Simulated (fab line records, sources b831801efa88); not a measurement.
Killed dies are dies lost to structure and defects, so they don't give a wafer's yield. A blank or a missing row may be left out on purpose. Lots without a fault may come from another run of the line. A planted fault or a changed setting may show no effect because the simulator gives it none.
Problem report in the 8D (eight disciplines) form, filled by code | flow sky130 | the parts of the form that need people (team, actions taken, sign-off) are left out

1. THE PROBLEM
run_length_s at SKY_VIA1_ETCH_15 reads a mean of 84.4 s on 2 wafers of 2 lots; wafers without a fault read 82.4 s with a standard deviation of 0.37. That is +5.4 standard deviations from the usual mean.
The step: etches SiO2 in C4F8/O2/Ar, stops on TiN, target depth 351 nm, time 54 s.
First seen on wafer L382.4, day 37 08:09, on rie_diel-02. The record holds 18 wafers of 6 lots with a number at this step. Rule for "out", or "out of limits": more than 4 standard deviations from the usual mean. The other wafers with a number count as sound.

2. WHAT IT IS AND WHAT IT IS NOT
question                    | is                | is not
which readings at this step | run_length_s      | bias_w
which lots                  | L382, L383        | L371, L376, L387, L392
which wafers of those lots  | L382.4, L383.4    | L382.1, L382.5, L383.1, L383.5
read on which tools         | rie_diel-02       | rie_diel-01, rie_diel-04
when                        | from day 37 08:09 | up to then (8 sound wafers); but 8 sound wafers of L383, L387, L392 came after

3. SUSPECTS, AND WHAT RULES EACH OUT
Counting: a tool at a process step up to the reading stays a suspect if it ran every lot that is out. Sound lots after the first of them don't rule it out here, since some wafers of a struck lot are sound.
- rie_diel-02 at SKY_VIA1_ETCH_14 (etches BARC in N2/H2, stops on SiO2, time 45.9 s, target depth 60 nm): kept. It ran every lot that is out, first L382 (day 37 08:07); its last sound lot up to then is L376 (day 36 02:21).
- rie_diel-02 at SKY_VIA1_ETCH_15 (etches SiO2 in C4F8/O2/Ar, stops on TiN, target depth 351 nm, time 54 s): kept. It ran every lot that is out, first L382 (day 37 08:09); its last sound lot up to then is L376 (day 36 02:23). Its own readings are out on those wafers: run_length_s.
- Within rie_diel-02 at SKY_VIA1_ETCH_14: the wafers that are out ran in chamber 1; their sound lot-mates ran in chambers 2, 3.
- Within rie_diel-02 at SKY_VIA1_ETCH_15: the wafers that are out ran in chamber 1; their sound lot-mates ran in chambers 2, 3.
Left after counting: rie_diel-02 at SKY_VIA1_ETCH_14, rie_diel-02 at SKY_VIA1_ETCH_15.

4. THE CAUSE (what the simulator had put in)
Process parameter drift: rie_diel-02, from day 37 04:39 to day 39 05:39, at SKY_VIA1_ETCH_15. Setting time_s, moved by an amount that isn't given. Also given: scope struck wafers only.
Counting left 2 suspects, and this tool is among them.

5. THE CHAIN OF EFFECTS, in route order
Each row: a reading whose mean over the struck wafers that have a number lies more than 3 standard deviations from the usual. Only readings for which the record gives a usual standard deviation are gone through. hours: the time from each lot's start at the first step in this table that gives one to its start at this step, as a median over the lots. sigmas: the change in usual standard deviations.
hours | step             | reading      | usual  | on struck wafers | change | sigmas
0     | SKY_VIA1_ETCH_15 | run_length_s | 82.4 s | 84.4             | +2.0   | +5.4
The process steps in it:
- SKY_VIA1_ETCH_15: etches SiO2 in C4F8/O2/Ar, stops on TiN, target depth 351 nm, time 54 s.

6. WHAT WOULD HAVE CAUGHT IT SOONER
In this record the first reading out of limits was taken at day 37 08:09, 4 hours after the fault began at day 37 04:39.
